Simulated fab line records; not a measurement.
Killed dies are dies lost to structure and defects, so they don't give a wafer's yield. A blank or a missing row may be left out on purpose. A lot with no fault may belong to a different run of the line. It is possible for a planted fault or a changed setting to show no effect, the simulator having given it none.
fab line records -- flow sky130 -- part 2 of 2: steps 29 to 37 of 37
record: lots: 5, wafers: 15, lastDay: 49
route steps=708 shown METAL3@569 VIA3@573 METAL4@598 CAP2M@603
lots that met no fault: from a run of the same line without faults
startH: start of the lot's first displayed wafer, in hours after the record's first day -- waitH: hours elapsed since this lot's preceding step -- " unchanged from the row above -- L1.1+2: a row that stands for several wafers -- - no value present, or no start provided -- * or withheld: withheld -- < > ~ a bound
route shown NAME@n: a module of which the file shows steps, and the number in the route of the first -- usual: mean/standard deviation of fault-free wafers -- same: alike in all rows -- chamber/n: place in a boat -- sites: the reading at each site -- _std_site: standard deviation across them -- _edge_site: the outer-site mean with the inner-site mean subtracted -- radiusMm: for every site, how far away it sits from the centre of the wafer -- mask NAME#n: copy n -- behind: the last tool/chamber to shape the wafer -- hold: the reason the lot was held/the length of the hold in hours/how it ended -- device: the n, p or np transistor that did not switch -- end of line: the tests these same wafers got at the end of their route -- where a step has no rows: the recipe by itself -- killed: at the first sort, the dies lost to defects and structure; wafer yield is something else -- map: per-die view of a wafer (x killed, . not killed, _ where there is no die)
set.NAME: setting as actually run; set.NAME@STEP: the setting as run at that earlier step -- model.NAME: the simulator's own value behind a step, which no gauge read
lots at selected steps of the route; one table per step, one row per wafer
services: the hour from which a tool's chamber was out of use, counted from the record's first day as startH (under 0 if before that day), plus the number of hours and why
== steps ==
step: SKY_VIA3_CMP_24
recipe: stopOn: SiO2, tOverpolishS: 20, downForcePsi: 3.5, platenRpm: 60, targetThkNm: 0, padVelocityMS: 0.94248
usual: motorCurrentA: 11.1/0.85, overpolishRunS: 20.002/0.0095, timeToEndpointS: 96/3.4
lot.wafer,tool,chamber,startH,waitH,motorCurrentA,overpolishRunS,timeToEndpointS
L076.1,cmp-02,2,940.98,0.2,10.8,19.994,100
L076.2,cmp-02,3,940.98,0.2,9.5,20.014,96
L076.4,cmp-02,0,940.98,0.2,11.1,20.009,92
L082.2,cmp-02,0,983.97,0.1,11.2,20.013,94
L082.5,cmp-02,2,983.97,0.1,11.1,19.999,98
L082.6,cmp-02,3,983.97,0.1,10.6,20.005,97
L083.3,cmp-01,1,992.61,0.6,11.1,19.994,99
L083.2,cmp-01,2,992.61,0.6,11.3,20.009,96
L083.5,cmp-01,1,992.61,0.6,11.1,20.005,99
L085.2,cmp-02,0,1016.69,0.2,12.0,20.010,94
L085.1,cmp-02,1,1016.69,0.2,12.6,19.999,93
L085.6,cmp-02,3,1016.69,0.2,10.0,19.989,94
L089.4,cmp-01,3,1037.81,0.0,11.1,19.996,95
L089.3,cmp-01,0,1037.81,0.0,10.3,20.017,90
L089.6,cmp-01,3,1037.81,0.0,11.3,19.994,92
step: SKY_METAL4_SPUTTER_00
recipe: material: Ti, targetThkNm: 15, powerW: 3000, timeS: 10, chamberPressurePa: 0.4
usual: throttleValvePct: 29.6/0.97
lot.wafer,tool,chamber,startH,waitH,throttleValvePct
L076.1,pvdSputter-01,-,941.28,0.2,28.4
L076.2,pvdSputter-01,-,941.28,0.2,29.0
L076.4,pvdSputter-01,-,941.28,0.2,29.7
L082.2,pvdSputter-03,-,984.17,0.1,29.9
L082.5,pvdSputter-03,-,984.17,0.1,30.0
L082.6,pvdSputter-03,-,984.17,0.1,31.2
L083.2,pvdSputter-04,-,992.86,0.1,29.1
L083.3,pvdSputter-04,-,992.86,0.1,29.4
L083.5,pvdSputter-04,-,992.86,0.1,30.0
L085.1,pvdSputter-01,-,1016.94,0.1,28.6
L085.2,pvdSputter-01,-,1016.94,0.1,29.5
L085.6,pvdSputter-01,-,1016.94,0.1,29.5
L089.3,pvdSputter-04,-,1038.11,0.2,29.7
L089.4,pvdSputter-04,-,1038.11,0.2,29.6
L089.6,pvdSputter-04,-,1038.11,0.2,27.8
step: SKY_METAL4_SPUTTER_01
recipe: material: TiN, targetThkNm: 20, powerW: 6500, timeS: 16.7, chamberPressurePa: 0.4
usual: throttleValvePct: 29.6/0.98
lot.wafer,tool,chamber,startH,waitH,throttleValvePct
L076.1,pvdSputter-01,-,941.30,0.0,28.7
L076.2,pvdSputter-01,-,941.30,0.0,29.1
L076.4,pvdSputter-01,-,941.30,0.0,29.6
L082.2,pvdSputter-03,-,984.20,0.0,30.0
L082.5,pvdSputter-03,-,984.20,0.0,29.9
L082.6,pvdSputter-03,-,984.20,0.0,31.3
L083.2,pvdSputter-04,-,992.88,0.0,29.3
L083.3,pvdSputter-04,-,992.88,0.0,29.0
L083.5,pvdSputter-04,-,992.88,0.0,30.0
L085.1,pvdSputter-01,-,1016.97,0.0,28.3
L085.2,pvdSputter-01,-,1016.97,0.0,29.5
L085.6,pvdSputter-01,-,1016.97,0.0,29.4
L089.3,pvdSputter-04,-,1038.13,0.0,29.2
L089.4,pvdSputter-04,-,1038.13,0.0,30.1
L089.6,pvdSputter-04,-,1038.13,0.0,27.4
step: SKY_METAL4_SPUTTER_02
recipe: material: AlCu, targetThkNm: 735, powerW: 10600, timeS: 39.1, chamberPressurePa: 0.4
usual: throttleValvePct: 29.6/1
lot.wafer,tool,chamber,startH,waitH,throttleValvePct
L076.1,pvdSputter-01,-,941.33,0.0,28.5
L076.2,pvdSputter-01,-,941.33,0.0,29.0
L076.4,pvdSputter-01,-,941.33,0.0,29.5
L082.2,pvdSputter-03,-,984.22,0.0,30.1
L082.5,pvdSputter-03,-,984.22,0.0,30.1
L082.6,pvdSputter-03,-,984.22,0.0,31.4
L083.2,pvdSputter-04,-,992.90,0.0,29.3
L083.3,pvdSputter-04,-,992.90,0.0,29.2
L083.5,pvdSputter-04,-,992.90,0.0,29.9
L085.1,pvdSputter-01,-,1016.99,0.0,28.6
L085.2,pvdSputter-01,-,1016.99,0.0,29.4
L085.6,pvdSputter-01,-,1016.99,0.0,29.5
L089.3,pvdSputter-04,-,1038.16,0.0,29.2
L089.4,pvdSputter-04,-,1038.16,0.0,29.7
L089.6,pvdSputter-04,-,1038.16,0.0,27.5
step: SKY_METAL4_SPUTTER_03
recipe: material: Ti, targetThkNm: 5, powerW: 3000, timeS: 3.3, chamberPressurePa: 0.4
usual: throttleValvePct: 29.6/0.96
lot.wafer,tool,chamber,startH,waitH,throttleValvePct
L076.1,pvdSputter-01,-,941.36,0.0,28.5
L076.2,pvdSputter-01,-,941.36,0.0,29.0
L076.4,pvdSputter-01,-,941.36,0.0,29.6
L082.2,pvdSputter-03,-,984.26,0.0,30.0
L082.5,pvdSputter-03,-,984.26,0.0,30.0
L082.6,pvdSputter-03,-,984.26,0.0,31.4
L083.2,pvdSputter-04,-,992.94,0.0,29.4
L083.3,pvdSputter-04,-,992.94,0.0,29.3
L083.5,pvdSputter-04,-,992.94,0.0,29.7
L085.1,pvdSputter-01,-,1017.03,0.0,28.5
L085.2,pvdSputter-01,-,1017.03,0.0,29.1
L085.6,pvdSputter-01,-,1017.03,0.0,29.7
L089.3,pvdSputter-04,-,1038.20,0.0,29.2
L089.4,pvdSputter-04,-,1038.20,0.0,30.1
L089.6,pvdSputter-04,-,1038.20,0.0,27.7
step: SKY_METAL4_SPUTTER_04
recipe: material: TiN, targetThkNm: 70, powerW: 6500, timeS: 58.3, chamberPressurePa: 0.4
usual: throttleValvePct: 29.6/0.98
lot.wafer,tool,chamber,startH,waitH,throttleValvePct
L076.1,pvdSputter-01,-,941.38,0.0,28.8
L076.2,pvdSputter-01,-,941.38,0.0,29.1
L076.4,pvdSputter-01,-,941.38,0.0,29.4
L082.2,pvdSputter-03,-,984.28,0.0,30.1
L082.5,pvdSputter-03,-,984.28,0.0,30.1
L082.6,pvdSputter-03,-,984.28,0.0,31.4
L083.2,pvdSputter-04,-,992.96,0.0,29.3
L083.3,pvdSputter-04,-,992.96,0.0,29.3
L083.5,pvdSputter-04,-,992.96,0.0,29.8
L085.1,pvdSputter-01,-,1017.05,0.0,28.4
L085.2,pvdSputter-01,-,1017.05,0.0,29.2
L085.6,pvdSputter-01,-,1017.05,0.0,29.3
L089.3,pvdSputter-04,-,1038.22,0.0,29.3
L089.4,pvdSputter-04,-,1038.22,0.0,29.8
L089.6,pvdSputter-04,-,1038.22,0.0,27.7
step: SKY_CAP2M_CVD_00
recipe: material: SiO2, targetThkNm: 15.5, tempC: 400, timeS: withheld, rfW: 450
usual: heaterPowerW: 722/100
lot.wafer,tool,chamber,startH,waitH,heaterPowerW
L076.1,pecvd-02,0,941.43,0.0,854
L076.2,pecvd-02,2,941.43,0.0,633
L076.4,pecvd-02,2,941.43,0.0,625
L082.2,pecvd-01,0,984.33,0.0,874
L082.5,pecvd-01,2,984.33,0.0,766
L082.6,pecvd-01,1,984.33,0.0,803
L083.2,pecvd-02,1,993.01,0.0,622
L083.3,pecvd-02,0,993.01,0.0,792
L083.5,pecvd-02,2,993.01,0.0,635
L085.1,pecvd-01,1,1017.10,0.0,783
L085.2,pecvd-01,0,1017.10,0.0,896
L085.6,pecvd-01,1,1017.10,0.0,793
L089.3,pecvd-01,1,1038.26,0.0,773
L089.4,pecvd-01,2,1038.26,0.0,706
L089.6,pecvd-01,0,1038.26,0.0,922
step: SKY_CAP2M_THK_MEAS_01
recipe: reads: SiO2_of_CAP2M_CVD_00
usual: CAP2M_CVD_00_THK: 15.51/0.21
lot.wafer,tool,chamber,startH,waitH,CAP2M_CVD_00_THK[nm]
L076.1,filmMetro-04,-,941.45,-,15.27
L076.2,filmMetro-04,-,941.45,-,15.25
L076.4,filmMetro-04,-,941.45,-,15.67
L082.2,filmMetro-03,-,984.36,-,15.07
L082.5,filmMetro-03,-,984.36,-,15.69
L082.6,filmMetro-03,-,984.36,-,15.68
L083.2,filmMetro-02,-,993.04,-,15.46
L083.3,filmMetro-02,-,993.04,-,15.30
L083.5,filmMetro-02,-,993.04,-,15.44
L085.1,filmMetro-03,-,1017.13,-,15.48
L085.2,filmMetro-03,-,1017.13,-,15.28
L085.6,filmMetro-03,-,1017.13,-,15.77
L089.3,filmMetro-03,-,1038.31,-,15.42
L089.4,filmMetro-03,-,1038.31,-,15.70
L089.6,filmMetro-03,-,1038.31,-,15.46
step: SKY_CAP2M_SPUTTER_02
recipe: material: TiN, targetThkNm: 200, tempC: 300, powerW: 6500, timeS: 166.7, chamberPressurePa: 0.4
usual: throttleValvePct: 29.7/1.2
lot.wafer,tool,chamber,startH,waitH,throttleValvePct
L076.1,pvdSputter-04,-,941.51,0.1,29.5
L076.2,pvdSputter-04,-,941.51,0.1,27.2
L076.4,pvdSputter-04,-,941.51,0.1,29.5
L082.2,pvdSputter-02,-,984.41,0.0,27.8
L082.5,pvdSputter-02,-,984.41,0.0,29.3
L082.6,pvdSputter-02,-,984.41,0.0,31.4
L083.2,pvdSputter-02,-,993.09,0.0,29.9
L083.3,pvdSputter-02,-,993.09,0.0,27.8
L083.5,pvdSputter-02,-,993.09,0.0,31.3
L085.1,pvdSputter-03,-,1017.19,0.1,31.2
L085.2,pvdSputter-03,-,1017.19,0.1,31.2
L085.6,pvdSputter-03,-,1017.19,0.1,31.0
L089.3,pvdSputter-03,-,1038.35,0.0,31.4
L089.4,pvdSputter-03,-,1038.35,0.0,30.9
L089.6,pvdSputter-03,-,1038.35,0.0,31.3
== services ==
tool,chamber,startH,hours,kind
cmp-01,-,900.88,0.4,repair
wetBench-03,-,904.21,8.2,repair
rieDiel-03,2,907.64,9.7,repair
cmp-02,-,909.04,2.0,repair
cmp-01,-,912.00,4.0,pm
cmp-01,-,936.08,2.0,repair
cmp-02,-,936.36,2.5,repair
wetBench-04,-,962.64,5.5,repair
cmp-02,-,963.30,0.8,repair
krfScanner-01,-,965.13,0.8,pm
pvdSputter-02,-,968.13,2.4,repair
pvdSputter-02,-,968.34,9.6,repair
cmp-01,-,974.10,1.0,repair
pvdSputter-04,-,979.53,5.0,repair
cmp-01,-,983.39,4.4,pm
wetBench-01,-,984.05,1.9,pm
pvdSputter-04,-,988.26,1.0,repair
cmp-02,-,990.35,3.3,repair
cmp-02,-,993.98,5.1,pm
wetBench-02,-,1009.83,4.8,repair
krfScanner-01,-,1016.77,1.3,pm
krfScanner-01,-,1018.79,5.9,repair
rieDiel-03,-,1022.76,0.2,repair
rieDiel-03,1,1035.06,9.0,repair
